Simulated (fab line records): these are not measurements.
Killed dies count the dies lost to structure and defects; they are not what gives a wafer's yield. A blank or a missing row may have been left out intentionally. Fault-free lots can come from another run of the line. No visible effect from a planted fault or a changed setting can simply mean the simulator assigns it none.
fab line records || flow sky130 || part 2 of 2: steps 43 to 43 of 43
[record] {"lots": 7, "wafers": 21, "lastDay": 50}
route steps=708 shown SONOS_ONO@176 GATE_OXIDE@187 POLY_GATE@204 RES_PROTECT@206 PAD_OPEN@708
lots that met no fault: taken from a fault-free run of the same line
startH: start of the lot's first displayed wafer, in hours after the record's first day || waitH: hours from the lot's prior step to this one || " identical to the entry in the row above || L1.1+2: a single row standing in for several wafers || - no value, or no start given || * or withheld: withheld || < > ~ a bound
route shown NAME@n: names a module that has steps shown in the file, with the first one's number in the route || usual: mean and standard deviation over wafers with no fault || same: alike in all rows || chamber/n: place in a boat || sites: per-site readings || _std_site: standard deviation of those values || _edge_site: outer sites' mean less inner sites' || radiusMm: for every site, how far away it sits from the centre of the wafer || mask NAME#n: copy n || behind: the last tool/chamber to shape the wafer || hold: reason for holding the lot/hours on hold/outcome of the hold || device: transistor that didn't switch, given as n, p or np || end of line: at the end of the route, the tests of the same wafers || a step with no rows: only its recipe || killed: dies lost to structure and defects at the first sort, not the wafer's yield || map: per-die view of a wafer (x killed, . not killed, _ where there is no die)
set.NAME: the setting as run; set.NAME@STEP: as run at that earlier step || model.NAME: the simulator's own value behind a step, which no gauge read
certain route steps with their lots: each step a table, each wafer a row
services: the hour from which a tool's chamber was out of use, counted from the record's first day as startH (under 0 if before that day), plus the number of hours and why
[[steps]]
[step SKY_PAD_OPEN_PROBE_99]
[usual] {"killed_at_M0_to_M3": "44/6.8", "killed_at_M4_up": "2.9/1.7", "killedAtContacts": "24/5.2", "killedAtFrontEnd": "15/4", "killedAtOther": "0.2/0.44", "killedDies": "86/9.9", "killedOpen": "47/7.9", "killedShort": "39/6.3"}
[same] {"grossDies": 492, "killedAtBackSide": 0}
{"lot.wafer": "L205.2", "tool": "prober-01", "chamber": "-", "startH": 1097.60, "waitH": 0.1, "killed_at_M0_to_M3": 41, "killed_at_M4_up": 4, "killedAtContacts": 25, "killedAtFrontEnd": 13, "killedAtOther": 1, "killedDies": 84, "killedOpen": 50, "killedShort": 34, "model.etest.capThickOxide.gateBvV": 16.31, "model.etest.capThickOxide.gateLog10ACm2": -7.49, "model.etest.diodeNwellSub.leakLog10ACm2": -7.563, "model.etest.diodeDnwellSub.leakLog10ACm2": -7.319, "model.etest.diodePwellDnwell.leakLog10ACm2": -7.47, "model.etest.diodeNdiffPwellHv.leakLog10ACm2": -6.734, "model.etest.diodePdiffNwellHv.leakLog10ACm2": -7.069, "model.etest.diodeNdiffPwell.leakLog10ACm2": -7.538}
{"lot.wafer": "L205.3", "tool": "prober-01", "chamber": "-", "startH": 1097.65, "waitH": 0.2, "killed_at_M0_to_M3": 36, "killed_at_M4_up": 2, "killedAtContacts": 15, "killedAtFrontEnd": 13, "killedAtOther": 0, "killedDies": 66, "killedOpen": 30, "killedShort": 36, "model.etest.capThickOxide.gateBvV": 16.28, "model.etest.capThickOxide.gateLog10ACm2": -7.317, "model.etest.diodeNwellSub.leakLog10ACm2": -7.234, "model.etest.diodeDnwellSub.leakLog10ACm2": -7.458, "model.etest.diodePwellDnwell.leakLog10ACm2": -7.463, "model.etest.diodeNdiffPwellHv.leakLog10ACm2": -6.668, "model.etest.diodePdiffNwellHv.leakLog10ACm2": -6.502, "model.etest.diodeNdiffPwell.leakLog10ACm2": -7.354}
{"lot.wafer": "L205.5", "tool": "prober-01", "chamber": "-", "startH": 1097.75, "waitH": 0.2, "killed_at_M0_to_M3": 45, "killed_at_M4_up": 4, "killedAtContacts": 23, "killedAtFrontEnd": 21, "killedAtOther": 0, "killedDies": 93, "killedOpen": 53, "killedShort": 40, "model.etest.capThickOxide.gateBvV": 15.97, "model.etest.capThickOxide.gateLog10ACm2": -7.405, "model.etest.diodeNwellSub.leakLog10ACm2": -7.238, "model.etest.diodeDnwellSub.leakLog10ACm2": -7.304, "model.etest.diodePwellDnwell.leakLog10ACm2": -7.298, "model.etest.diodeNdiffPwellHv.leakLog10ACm2": -6.487, "model.etest.diodePdiffNwellHv.leakLog10ACm2": -6.631, "model.etest.diodeNdiffPwell.leakLog10ACm2": -7.432}
{"lot.wafer": "L206.1", "tool": "prober-02", "chamber": "-", "startH": 1105.18, "waitH": 0.1, "killed_at_M0_to_M3": 37, "killed_at_M4_up": 2, "killedAtContacts": 32, "killedAtFrontEnd": 17, "killedAtOther": 0, "killedDies": 88, "killedOpen": 41, "killedShort": 47, "model.etest.capThickOxide.gateBvV": 15.8, "model.etest.capThickOxide.gateLog10ACm2": -7.342, "model.etest.diodeNwellSub.leakLog10ACm2": -7.358, "model.etest.diodeDnwellSub.leakLog10ACm2": -7.548, "model.etest.diodePwellDnwell.leakLog10ACm2": -7.605, "model.etest.diodeNdiffPwellHv.leakLog10ACm2": -6.649, "model.etest.diodePdiffNwellHv.leakLog10ACm2": -6.621, "model.etest.diodeNdiffPwell.leakLog10ACm2": -7.347}
{"lot.wafer": "L206.2", "tool": "prober-02", "chamber": "-", "startH": 1105.23, "waitH": 0.1, "killed_at_M0_to_M3": 37, "killed_at_M4_up": 6, "killedAtContacts": 28, "killedAtFrontEnd": 18, "killedAtOther": 0, "killedDies": 89, "killedOpen": 48, "killedShort": 41, "model.etest.capThickOxide.gateBvV": 15.57, "model.etest.capThickOxide.gateLog10ACm2": -7.154, "model.etest.diodeNwellSub.leakLog10ACm2": -7.04, "model.etest.diodeDnwellSub.leakLog10ACm2": -7.277, "model.etest.diodePwellDnwell.leakLog10ACm2": -7.583, "model.etest.diodeNdiffPwellHv.leakLog10ACm2": -6.756, "model.etest.diodePdiffNwellHv.leakLog10ACm2": -6.753, "model.etest.diodeNdiffPwell.leakLog10ACm2": -7.563}
{"lot.wafer": "L206.3", "tool": "prober-02", "chamber": "-", "startH": 1105.28, "waitH": 0.2, "killed_at_M0_to_M3": 41, "killed_at_M4_up": 4, "killedAtContacts": 16, "killedAtFrontEnd": 22, "killedAtOther": 0, "killedDies": 83, "killedOpen": 47, "killedShort": 35, "model.etest.capThickOxide.gateBvV": 15.65, "model.etest.capThickOxide.gateLog10ACm2": -7.068, "model.etest.diodeNwellSub.leakLog10ACm2": -7.503, "model.etest.diodeDnwellSub.leakLog10ACm2": -7.283, "model.etest.diodePwellDnwell.leakLog10ACm2": -7.434, "model.etest.diodeNdiffPwellHv.leakLog10ACm2": -6.787, "model.etest.diodePdiffNwellHv.leakLog10ACm2": -6.638, "model.etest.diodeNdiffPwell.leakLog10ACm2": -7.322}
{"lot.wafer": "L216.2", "tool": "prober-01", "chamber": "-", "startH": 1155.51, "waitH": 0.1, "killed_at_M0_to_M3": 50, "killed_at_M4_up": 1, "killedAtContacts": 15, "killedAtFrontEnd": 13, "killedAtOther": 0, "killedDies": 79, "killedOpen": 44, "killedShort": 35, "model.etest.capThickOxide.gateBvV": 12.87, "model.etest.capThickOxide.gateLog10ACm2": -6.191, "model.etest.diodeNwellSub.leakLog10ACm2": -6.231, "model.etest.diodeDnwellSub.leakLog10ACm2": -6.178, "model.etest.diodePwellDnwell.leakLog10ACm2": -6.63, "model.etest.diodeNdiffPwellHv.leakLog10ACm2": -6.217, "model.etest.diodePdiffNwellHv.leakLog10ACm2": -6.112, "model.etest.diodeNdiffPwell.leakLog10ACm2": -6.842}
{"lot.wafer": "L216.5", "tool": "prober-01", "chamber": "-", "startH": 1155.66, "waitH": 0.2, "killed_at_M0_to_M3": 39, "killed_at_M4_up": 2, "killedAtContacts": 28, "killedAtFrontEnd": 10, "killedAtOther": 0, "killedDies": 79, "killedOpen": 50, "killedShort": 29, "model.etest.capThickOxide.gateBvV": 12.88, "model.etest.capThickOxide.gateLog10ACm2": -6.489, "model.etest.diodeNwellSub.leakLog10ACm2": -6.707, "model.etest.diodeDnwellSub.leakLog10ACm2": -6.127, "model.etest.diodePwellDnwell.leakLog10ACm2": -7.003, "model.etest.diodeNdiffPwellHv.leakLog10ACm2": -6.061, "model.etest.diodePdiffNwellHv.leakLog10ACm2": -6.033, "model.etest.diodeNdiffPwell.leakLog10ACm2": -6.844}
{"lot.wafer": "L216.6", "tool": "prober-01", "chamber": "-", "startH": 1155.71, "waitH": 0.2, "killed_at_M0_to_M3": 32, "killed_at_M4_up": 4, "killedAtContacts": 27, "killedAtFrontEnd": 12, "killedAtOther": 1, "killedDies": 76, "killedOpen": 38, "killedShort": 37, "model.etest.capThickOxide.gateBvV": 12.88, "model.etest.capThickOxide.gateLog10ACm2": -6.188, "model.etest.diodeNwellSub.leakLog10ACm2": -6.187, "model.etest.diodeDnwellSub.leakLog10ACm2": -6.241, "model.etest.diodePwellDnwell.leakLog10ACm2": -6.346, "model.etest.diodeNdiffPwellHv.leakLog10ACm2": -6.083, "model.etest.diodePdiffNwellHv.leakLog10ACm2": -6.223, "model.etest.diodeNdiffPwell.leakLog10ACm2": -7.109}
{"lot.wafer": "L215.1", "tool": "prober-02", "chamber": "-", "startH": 1158.69, "waitH": 0.1, "killed_at_M0_to_M3": 53, "killed_at_M4_up": 5, "killedAtContacts": 20, "killedAtFrontEnd": 19, "killedAtOther": 0, "killedDies": 97, "killedOpen": 51, "killedShort": 46, "model.etest.capThickOxide.gateBvV": 12.51, "model.etest.capThickOxide.gateLog10ACm2": -6.13, "model.etest.diodeNwellSub.leakLog10ACm2": -5.963, "model.etest.diodeDnwellSub.leakLog10ACm2": -6.487, "model.etest.diodePwellDnwell.leakLog10ACm2": -6.815, "model.etest.diodeNdiffPwellHv.leakLog10ACm2": -6.291, "model.etest.diodePdiffNwellHv.leakLog10ACm2": -6.263, "model.etest.diodeNdiffPwell.leakLog10ACm2": -6.872}
{"lot.wafer": "L215.5", "tool": "prober-02", "chamber": "-", "startH": 1158.89, "waitH": 0.2, "killed_at_M0_to_M3": 49, "killed_at_M4_up": 1, "killedAtContacts": 24, "killedAtFrontEnd": 5, "killedAtOther": 1, "killedDies": 80, "killedOpen": 36, "killedShort": 44, "model.etest.capThickOxide.gateBvV": 13.19, "model.etest.capThickOxide.gateLog10ACm2": -6.147, "model.etest.diodeNwellSub.leakLog10ACm2": -6.6, "model.etest.diodeDnwellSub.leakLog10ACm2": -6.16, "model.etest.diodePwellDnwell.leakLog10ACm2": -6.627, "model.etest.diodeNdiffPwellHv.leakLog10ACm2": -6.288, "model.etest.diodePdiffNwellHv.leakLog10ACm2": -6.337, "model.etest.diodeNdiffPwell.leakLog10ACm2": -6.811}
{"lot.wafer": "L215.6", "tool": "prober-02", "chamber": "-", "startH": 1158.94, "waitH": 0.2, "killed_at_M0_to_M3": 44, "killed_at_M4_up": 2, "killedAtContacts": 17, "killedAtFrontEnd": 15, "killedAtOther": 1, "killedDies": 79, "killedOpen": 42, "killedShort": 37, "model.etest.capThickOxide.gateBvV": 12.56, "model.etest.capThickOxide.gateLog10ACm2": -5.991, "model.etest.diodeNwellSub.leakLog10ACm2": -6.222, "model.etest.diodeDnwellSub.leakLog10ACm2": -5.933, "model.etest.diodePwellDnwell.leakLog10ACm2": -6.497, "model.etest.diodeNdiffPwellHv.leakLog10ACm2": -6.134, "model.etest.diodePdiffNwellHv.leakLog10ACm2": -6.23, "model.etest.diodeNdiffPwell.leakLog10ACm2": -6.977}
{"lot.wafer": "L218.3", "tool": "prober-02", "chamber": "-", "startH": 1167.15, "waitH": 0.2, "killed_at_M0_to_M3": 50, "killed_at_M4_up": 0, "killedAtContacts": 24, "killedAtFrontEnd": 16, "killedAtOther": 0, "killedDies": 90, "killedOpen": 49, "killedShort": 40, "model.etest.capThickOxide.gateBvV": 13.22, "model.etest.capThickOxide.gateLog10ACm2": -6.168, "model.etest.diodeNwellSub.leakLog10ACm2": -6.125, "model.etest.diodeDnwellSub.leakLog10ACm2": -6.06, "model.etest.diodePwellDnwell.leakLog10ACm2": -6.832, "model.etest.diodeNdiffPwellHv.leakLog10ACm2": -6.242, "model.etest.diodePdiffNwellHv.leakLog10ACm2": -6.551, "model.etest.diodeNdiffPwell.leakLog10ACm2": -6.763}
{"lot.wafer": "L218.5", "tool": "prober-02", "chamber": "-", "startH": 1167.25, "waitH": 0.2, "killed_at_M0_to_M3": 43, "killed_at_M4_up": 0, "killedAtContacts": 20, "killedAtFrontEnd": 16, "killedAtOther": 0, "killedDies": 79, "killedOpen": 45, "killedShort": 34, "model.etest.capThickOxide.gateBvV": 13.14, "model.etest.capThickOxide.gateLog10ACm2": -6.409, "model.etest.diodeNwellSub.leakLog10ACm2": -6.571, "model.etest.diodeDnwellSub.leakLog10ACm2": -6.341, "model.etest.diodePwellDnwell.leakLog10ACm2": -6.508, "model.etest.diodeNdiffPwellHv.leakLog10ACm2": -6.308, "model.etest.diodePdiffNwellHv.leakLog10ACm2": -6.167, "model.etest.diodeNdiffPwell.leakLog10ACm2": -6.961}
{"lot.wafer": "L218.6", "tool": "prober-02", "chamber": "-", "startH": 1167.30, "waitH": 0.2, "killed_at_M0_to_M3": 49, "killed_at_M4_up": 2, "killedAtContacts": 25, "killedAtFrontEnd": 9, "killedAtOther": 0, "killedDies": 85, "killedOpen": 46, "killedShort": 39, "model.etest.capThickOxide.gateBvV": 13.29, "model.etest.capThickOxide.gateLog10ACm2": -6.304, "model.etest.diodeNwellSub.leakLog10ACm2": -6.102, "model.etest.diodeDnwellSub.leakLog10ACm2": -6.41, "model.etest.diodePwellDnwell.leakLog10ACm2": -6.563, "model.etest.diodeNdiffPwellHv.leakLog10ACm2": -6.412, "model.etest.diodePdiffNwellHv.leakLog10ACm2": -6.006, "model.etest.diodeNdiffPwell.leakLog10ACm2": -6.858}
{"lot.wafer": "L219.2", "tool": "prober-01", "chamber": "-", "startH": 1173.58, "waitH": 0.1, "killed_at_M0_to_M3": 40, "killed_at_M4_up": 4, "killedAtContacts": 29, "killedAtFrontEnd": 14, "killedAtOther": 1, "killedDies": 88, "killedOpen": 43, "killedShort": 45, "model.etest.capThickOxide.gateBvV": 15.57, "model.etest.capThickOxide.gateLog10ACm2": -6.905, "model.etest.diodeNwellSub.leakLog10ACm2": -7.464, "model.etest.diodeDnwellSub.leakLog10ACm2": -7.288, "model.etest.diodePwellDnwell.leakLog10ACm2": -7.484, "model.etest.diodeNdiffPwellHv.leakLog10ACm2": -6.985, "model.etest.diodePdiffNwellHv.leakLog10ACm2": -6.737, "model.etest.diodeNdiffPwell.leakLog10ACm2": -7.116}
{"lot.wafer": "L219.3", "tool": "prober-01", "chamber": "-", "startH": 1173.63, "waitH": 0.2, "killed_at_M0_to_M3": 47, "killed_at_M4_up": 4, "killedAtContacts": 17, "killedAtFrontEnd": 13, "killedAtOther": 0, "killedDies": 81, "killedOpen": 37, "killedShort": 43, "model.etest.capThickOxide.gateBvV": 15.91, "model.etest.capThickOxide.gateLog10ACm2": -7.049, "model.etest.diodeNwellSub.leakLog10ACm2": -7.331, "model.etest.diodeDnwellSub.leakLog10ACm2": -7.322, "model.etest.diodePwellDnwell.leakLog10ACm2": -7.487, "model.etest.diodeNdiffPwellHv.leakLog10ACm2": -6.674, "model.etest.diodePdiffNwellHv.leakLog10ACm2": -6.736, "model.etest.diodeNdiffPwell.leakLog10ACm2": -7.433}
{"lot.wafer": "L219.5", "tool": "prober-01", "chamber": "-", "startH": 1173.73, "waitH": 0.2, "killed_at_M0_to_M3": 48, "killed_at_M4_up": 2, "killedAtContacts": 14, "killedAtFrontEnd": 16, "killedAtOther": 0, "killedDies": 80, "killedOpen": 46, "killedShort": 34, "model.etest.capThickOxide.gateBvV": 15.55, "model.etest.capThickOxide.gateLog10ACm2": -6.761, "model.etest.diodeNwellSub.leakLog10ACm2": -7.446, "model.etest.diodeDnwellSub.leakLog10ACm2": -7.236, "model.etest.diodePwellDnwell.leakLog10ACm2": -7.614, "model.etest.diodeNdiffPwellHv.leakLog10ACm2": -6.884, "model.etest.diodePdiffNwellHv.leakLog10ACm2": -6.629, "model.etest.diodeNdiffPwell.leakLog10ACm2": -7.514}
{"lot.wafer": "L223.2", "tool": "prober-01", "chamber": "-", "startH": 1190.35, "waitH": 0.1, "killed_at_M0_to_M3": 51, "killed_at_M4_up": 1, "killedAtContacts": 19, "killedAtFrontEnd": 20, "killedAtOther": 0, "killedDies": 91, "killedOpen": 50, "killedShort": 41, "model.etest.capThickOxide.gateBvV": 15.95, "model.etest.capThickOxide.gateLog10ACm2": -7.232, "model.etest.diodeNwellSub.leakLog10ACm2": -7.425, "model.etest.diodeDnwellSub.leakLog10ACm2": -7.513, "model.etest.diodePwellDnwell.leakLog10ACm2": -7.713, "model.etest.diodeNdiffPwellHv.leakLog10ACm2": -6.951, "model.etest.diodePdiffNwellHv.leakLog10ACm2": -6.583, "model.etest.diodeNdiffPwell.leakLog10ACm2": -7.154}
{"lot.wafer": "L223.3", "tool": "prober-01", "chamber": "-", "startH": 1190.40, "waitH": 0.2, "killed_at_M0_to_M3": 41, "killed_at_M4_up": 3, "killedAtContacts": 22, "killedAtFrontEnd": 15, "killedAtOther": 0, "killedDies": 81, "killedOpen": 43, "killedShort": 38, "model.etest.capThickOxide.gateBvV": 16.14, "model.etest.capThickOxide.gateLog10ACm2": -7.314, "model.etest.diodeNwellSub.leakLog10ACm2": -7.489, "model.etest.diodeDnwellSub.leakLog10ACm2": -7.662, "model.etest.diodePwellDnwell.leakLog10ACm2": -7.591, "model.etest.diodeNdiffPwellHv.leakLog10ACm2": -6.71, "model.etest.diodePdiffNwellHv.leakLog10ACm2": -6.535, "model.etest.diodeNdiffPwell.leakLog10ACm2": -7.146}
{"lot.wafer": "L223.6", "tool": "prober-01", "chamber": "-", "startH": 1190.55, "waitH": 0.2, "killed_at_M0_to_M3": 46, "killed_at_M4_up": 2, "killedAtContacts": 25, "killedAtFrontEnd": 22, "killedAtOther": 1, "killedDies": 96, "killedOpen": 49, "killedShort": 47, "model.etest.capThickOxide.gateBvV": 16.05, "model.etest.capThickOxide.gateLog10ACm2": -7.238, "model.etest.diodeNwellSub.leakLog10ACm2": -7.259, "model.etest.diodeDnwellSub.leakLog10ACm2": -7.174, "model.etest.diodePwellDnwell.leakLog10ACm2": -7.686, "model.etest.diodeNdiffPwellHv.leakLog10ACm2": -6.761, "model.etest.diodePdiffNwellHv.leakLog10ACm2": -6.524, "model.etest.diodeNdiffPwell.leakLog10ACm2": -7.399}
// killed by level:class
L205.2 CONTACT:geometricParticle:open=14 VIA3:geometricParticle:open=11 VIA2:geometricParticle:open=7 METAL1:geometricParticle:short=7 METAL2:geometricParticle:short=7 LOCAL_INTERCONNECT:geometricParticle:short=5 FIELD_ISO:geometricParticle:open=4 FIELD_ISO:geometricParticle:short=3
L205.3 VIA1:geometricParticle:open=6 VIA3:geometricParticle:open=6 CONTACT:geometricParticle:open=5 VIA3:geometricParticle:short=5 FIELD_ISO:geometricParticle:short=4 LI_CONTACT:geometricParticle:short=4 METAL1:geometricParticle:short=4 METAL2:geometricParticle:short=4
L205.5 CONTACT:geometricParticle:open=9 VIA3:geometricParticle:open=9 LI_CONTACT:geometricParticle:open=8 METAL2:geometricParticle:short=8 VIA1:geometricParticle:open=6 VIA2:geometricParticle:open=6 FIELD_ISO:geometricParticle:open=5 FIELD_ISO:geometricParticle:short=4
L206.1 CONTACT:geometricParticle:open=13 VIA2:geometricParticle:open=6 LI_CONTACT:geometricParticle:short=6 LI_CONTACT:geometricParticle:open=6 METAL1:geometricParticle:short=6 METAL2:geometricParticle:short=6 FIELD_ISO:geometricParticle:short=5 POLY_GATE:geometricParticle:short=5
L206.2 VIA1:geometricParticle:open=13 CONTACT:geometricParticle:open=10 LI_CONTACT:geometricParticle:open=7 VIA2:geometricParticle:open=5 METAL4:geometricParticle:short=5 FIELD_ISO:geometricParticle:short=4 LI_CONTACT:geometricParticle:short=4 CONTACT:geometricParticle:short=4
L206.3 VIA2:geometricParticle:open=9 POLY_GATE:geometricParticle:open=9 CONTACT:geometricParticle:open=8 METAL1:geometricParticle:short=7 VIA1:geometricParticle:open=7 FIELD_ISO:geometricParticle:short=4 LI_CONTACT:geometricParticle:open=4 METAL3:geometricParticle:short=4
L216.2 METAL1:geometricParticle:short=12 VIA1:geometricParticle:open=11 CONTACT:geometricParticle:open=7 VIA3:geometricParticle:open=5 VIA2:geometricParticle:open=5 LI_CONTACT:geometricParticle:open=5 VIA3:geometricParticle:short=5 VIA1:geometricParticle:short=4
L216.5 CONTACT:geometricParticle:open=12 VIA1:geometricParticle:open=10 LI_CONTACT:geometricParticle:open=8 METAL1:geometricParticle:short=8 VIA2:geometricParticle:open=7 CONTACT:geometricParticle:short=6 VIA3:geometricParticle:open=4 VIA1:geometricParticle:short=3
L216.6 CONTACT:geometricParticle:open=12 CONTACT:geometricParticle:short=7 VIA1:geometricParticle:open=6 FIELD_ISO:geometricParticle:short=5 METAL1:geometricParticle:short=5 VIA3:geometricParticle:open=5 FIELD_ISO:geometricParticle:open=4 LI_CONTACT:geometricParticle:open=3
L215.1 VIA1:geometricParticle:open=14 CONTACT:geometricParticle:open=8 VIA1:geometricParticle:short=8 METAL1:geometricParticle:short=7 VIA2:geometricParticle:open=7 VIA3:geometricParticle:open=7 FIELD_ISO:geometricParticle:open=5 METAL4:geometricParticle:short=5
L215.5 VIA1:geometricParticle:open=11 CONTACT:geometricParticle:open=9 METAL1:geometricParticle:short=9 VIA1:geometricParticle:short=7 CONTACT:geometricParticle:short=5 METAL2:geometricParticle:short=5 VIA2:geometricParticle:short=4 LI_CONTACT:geometricParticle:open=4
L215.6 METAL1:geometricParticle:short=8 VIA1:geometricParticle:open=8 CONTACT:geometricParticle:open=6 VIA3:geometricParticle:open=6 VIA2:geometricParticle:open=5 METAL2:geometricParticle:short=5 LOCAL_INTERCONNECT:geometricParticle:short=4 FIELD_ISO:geometricParticle:open=3
L218.3 VIA1:geometricParticle:open=13 LI_CONTACT:geometricParticle:open=10 CONTACT:geometricParticle:open=7 METAL1:geometricParticle:short=7 METAL2:geometricParticle:short=6 VIA2:geometricParticle:short=5 VIA2:geometricParticle:open=5 POLY_GATE:geometricParticle:open=4
L218.5 POLY_GATE:geometricParticle:open=7 VIA1:geometricParticle:open=7 METAL1:geometricParticle:short=6 VIA2:geometricParticle:open=6 VIA1:geometricParticle:short=5 LOCAL_INTERCONNECT:geometricParticle:open=4 VIA3:geometricParticle:open=4 CONTACT:geometricParticle:open=4
L218.6 CONTACT:geometricParticle:open=11 VIA1:geometricParticle:open=9 METAL1:geometricParticle:short=7 VIA2:geometricParticle:short=7 POLY_GATE:geometricParticle:open=6 METAL2:geometricParticle:short=6 LI_CONTACT:geometricParticle:open=5 VIA3:geometricParticle:open=5
L219.2 CONTACT:geometricParticle:open=8 VIA1:geometricParticle:open=7 LI_CONTACT:geometricParticle:open=6 METAL1:geometricParticle:short=6 LI_CONTACT:geometricParticle:short=5 VIA3:geometricParticle:short=5 CONTACT:geometricParticle:short=5 VIA2:geometricParticle:open=5
L219.3 VIA1:geometricParticle:open=12 METAL1:geometricParticle:short=7 VIA2:geometricParticle:open=6 FIELD_ISO:geometricParticle:short=5 LI_CONTACT:geometricParticle:open=5 METAL2:geometricParticle:short=5 LOCAL_INTERCONNECT:geometricParticle:short=4 CONTACT:geometricParticle:short=4
L219.5 VIA1:geometricParticle:open=19 LI_CONTACT:geometricParticle:open=6 VIA2:geometricParticle:open=6 POLY_GATE:geometricParticle:open=5 POLY_GATE:geometricParticle:short=5 METAL2:geometricParticle:short=5 METAL1:geometricParticle:short=5 LOCAL_INTERCONNECT:geometricParticle:short=4
L223.2 VIA1:geometricParticle:open=13 FIELD_ISO:geometricParticle:open=8 VIA2:geometricParticle:open=8 LI_CONTACT:geometricParticle:open=7 VIA3:geometricParticle:short=7 CONTACT:geometricParticle:open=7 POLY_GATE:geometricParticle:short=6 VIA1:geometricParticle:short=5
L223.3 VIA3:geometricParticle:open=10 LI_CONTACT:geometricParticle:open=8 VIA3:geometricParticle:short=7 VIA1:geometricParticle:open=6 POLY_GATE:geometricParticle:short=5 POLY_GATE:geometricParticle:open=5 CONTACT:geometricParticle:open=5 VIA1:geometricParticle:short=5
L223.6 CONTACT:geometricParticle:open=10 VIA3:geometricParticle:open=9 POLY_GATE:geometricParticle:open=7 VIA2:geometricParticle:short=7 FIELD_ISO:geometricParticle:short=6 METAL1:geometricParticle:short=6 VIA1:geometricParticle:open=6 VIA2:geometricParticle:open=6
[[services]]
{"tool": "furnace-02", "chamber": "-", "startH": 291.45, "hours": 2.9, "kind": "pm"}
{"tool": "rieDiel-04", "chamber": 0, "startH": 294.59, "hours": 5.3, "kind": "repair"}
{"tool": "furnace-01", "chamber": "-", "startH": 295.39, "hours": 1.8, "kind": "pm"}
{"tool": "furnace-01", "chamber": "-", "startH": 302.65, "hours": 3.5, "kind": "pm"}
{"tool": "plasmaAsher-02", "chamber": "-", "startH": 310.34, "hours": 15.1, "kind": "repair"}
{"tool": "plasmaAsher-04", "chamber": "-", "startH": 347.86, "hours": 14.6, "kind": "pm"}
{"tool": "plasmaAsher-01", "chamber": "-", "startH": 358.23, "hours": 0.8, "kind": "repair"}
{"tool": "plasmaAsher-01", "chamber": "-", "startH": 368.64, "hours": 2.8, "kind": "pm"}
{"tool": "plasmaAsher-04", "chamber": "-", "startH": 378.97, "hours": 2.8, "kind": "pm"}
{"tool": "rieDiel-04", "chamber": 2, "startH": 397.48, "hours": 1.8, "kind": "repair"}
{"tool": "rieDiel-03", "chamber": 2, "startH": 412.07, "hours": 5.2, "kind": "repair"}
{"tool": "plasmaAsher-03", "chamber": "-", "startH": 416.80, "hours": 2.8, "kind": "pm"}
{"tool": "plasmaAsher-01", "chamber": "-", "startH": 421.33, "hours": 9.0, "kind": "pm"}
{"tool": "rieDiel-04", "chamber": "-", "startH": 424.86, "hours": 1.3, "kind": "repair"}
{"tool": "rieDiel-04", "chamber": 3, "startH": 430.91, "hours": 70.2, "kind": "repair"}
{"tool": "rieDiel-03", "chamber": 0, "startH": 434.38, "hours": 6.8, "kind": "repair"}
{"tool": "rieDiel-04", "chamber": "-", "startH": 452.42, "hours": 14.6, "kind": "pm"}
{"tool": "furnace-02", "chamber": "-", "startH": 458.19, "hours": 4.1, "kind": "pm"}
{"tool": "plasmaAsher-02", "chamber": "-", "startH": 460.86, "hours": 2.0, "kind": "repair"}
{"tool": "furnace-01", "chamber": "-", "startH": 470.28, "hours": 3.5, "kind": "pm"}
{"tool": "plasmaAsher-01", "chamber": "-", "startH": 475.39, "hours": 5.9, "kind": "repair"}
{"tool": "rieDiel-03", "chamber": 1, "startH": 479.07, "hours": 14.3, "kind": "repair"}
{"tool": "plasmaAsher-03", "chamber": "-", "startH": 479.09, "hours": 0.7, "kind": "repair"}
{"tool": "plasmaAsher-02", "chamber": "-", "startH": 485.50, "hours": 0.8, "kind": "repair"}
[[key]]
firstSign none at tools or gauges
[modelEffect] {"step": "SKY_PAD_OPEN_PROBE_99", "value": "etest.capThickOxide.gateBvV", "without": 15.93, "struck": 12.95}
metAt SKY_GATE_OXIDE_OXIDATION_01
struckWafers L215.1,L215.5,L215.6,L216.2,L216.5,L216.6,L218.3,L218.5,L218.6
testerLeftOut L215,L216,L218
[fault] {"kind": "metallicContaminationSource", "tool": "furnace-01", "chamber": "-", "onsetH": 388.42, "steps": "SKY_GATE_OXIDE_OXIDATION_01", "rateCm2PerVisit": 1.0259e+12, "species": "metalFeCm2"}
// testerLeftOut: of these lots the tester's yield and bins aren't shown, on N5 and GAA mostly nor the transistor test; their killed dies are dies lost to structure and defects alone, not to doping, threshold or leakage, so they don't give the yield
